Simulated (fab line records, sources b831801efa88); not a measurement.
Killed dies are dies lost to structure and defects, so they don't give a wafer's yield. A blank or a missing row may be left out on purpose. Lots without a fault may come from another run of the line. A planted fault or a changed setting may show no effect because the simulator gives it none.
Which tool did it? | flow sky130 | 10 lots, 30 wafers sampled, at 3 steps of a route of 708

WHAT THE GAUGES READ, wafer by wafer
SKY_VIA2_THK_MEAS_01.
lot  | measured     | on            | VIA2_HDPCVD_THK (nm)
L991 | day 35 23:00 | film_metro-03 | 1167 1154 1161
L992 | day 36 07:40 | film_metro-03 | 1161 1175 1156
L995 | day 37 00:37 | film_metro-04 | 1160 1151 1150
L999 | day 38 05:46 | film_metro-04 | 1158 1183 1181
L105 | day 39 16:41 | film_metro-04 | 1186 1158 1176
L104 | day 39 18:02 | film_metro-03 | 1184 1181 1190
L107 | day 40 12:14 | film_metro-03 | 1184 1121 1135
L110 | day 41 04:47 | film_metro-01 | 1192 1172 1184
L112 | day 41 22:18 | film_metro-03 | 1156 1178 1159
L114 | day 42 04:07 | film_metro-01 | 1161 1140 1174

WHICH TOOL RAN EACH LOT (tool, then ch and the chambers of the sampled wafers, then the start)
lot  | SKY_METAL1_METAL_ETCH_19          | SKY_METAL1_STRIP_20
L991 | rie_metal-04 ch 0,1, day 33 14:38 | plasma_asher-01 ch 0,1, day 33 14:44
L992 | rie_metal-03 ch 0, day 33 21:49   | plasma_asher-01 ch 0, day 33 21:58
L995 | rie_metal-03 ch 0,1, day 34 14:35 | plasma_asher-04 ch 0,1, day 34 14:40
L999 | rie_metal-03 ch 0,1, day 35 20:58 | plasma_asher-01 ch 0,1, day 35 21:03
L105 | rie_metal-03 ch 0,1, day 37 09:54 | plasma_asher-01 ch 1, day 37 09:59
L104 | rie_metal-03 ch 0,1, day 37 11:55 | plasma_asher-03 ch 0,1, day 37 12:01
L107 | rie_metal-01 ch 1, day 38 07:05   | plasma_asher-01 ch 0, day 38 07:10
L110 | rie_metal-04 ch 0,1, day 39 00:31 | plasma_asher-01 ch 0,1, day 39 00:37
L112 | rie_metal-03 ch 1, day 39 18:05   | plasma_asher-04 ch 0,1, day 39 18:10
L114 | rie_metal-03 ch 0,1, day 39 23:50 | plasma_asher-01 ch 0,1, day 39 23:55
- SKY_METAL1_METAL_ETCH_19: etches the open film in Cl2/BCl3, stops on SiO2, target depth 360 nm, time 78 s.
- SKY_METAL1_STRIP_20: strips in O2/N2.

THE ANSWER, worked out from the rows above alone
Rule: what is usual is taken from the lots themselves. Put in order of their means at a reading, lots are off if they are a third of the lots or fewer, leave a main group of 4 or more, and stand apart from it by a gap of 3 or more times the standard deviation of the main group's means; of several such gaps the widest counts. A main group whose means are all the same, to the digits that the tables above print for the reading, isn't used. A lot without any number at a reading at which 4 lots or more have one is off too. The other lots that the step has rows for count as sound.
No lot is off at any reading shown: from this, nothing can be told.

WHAT THE SIMULATOR HAD PUT IN
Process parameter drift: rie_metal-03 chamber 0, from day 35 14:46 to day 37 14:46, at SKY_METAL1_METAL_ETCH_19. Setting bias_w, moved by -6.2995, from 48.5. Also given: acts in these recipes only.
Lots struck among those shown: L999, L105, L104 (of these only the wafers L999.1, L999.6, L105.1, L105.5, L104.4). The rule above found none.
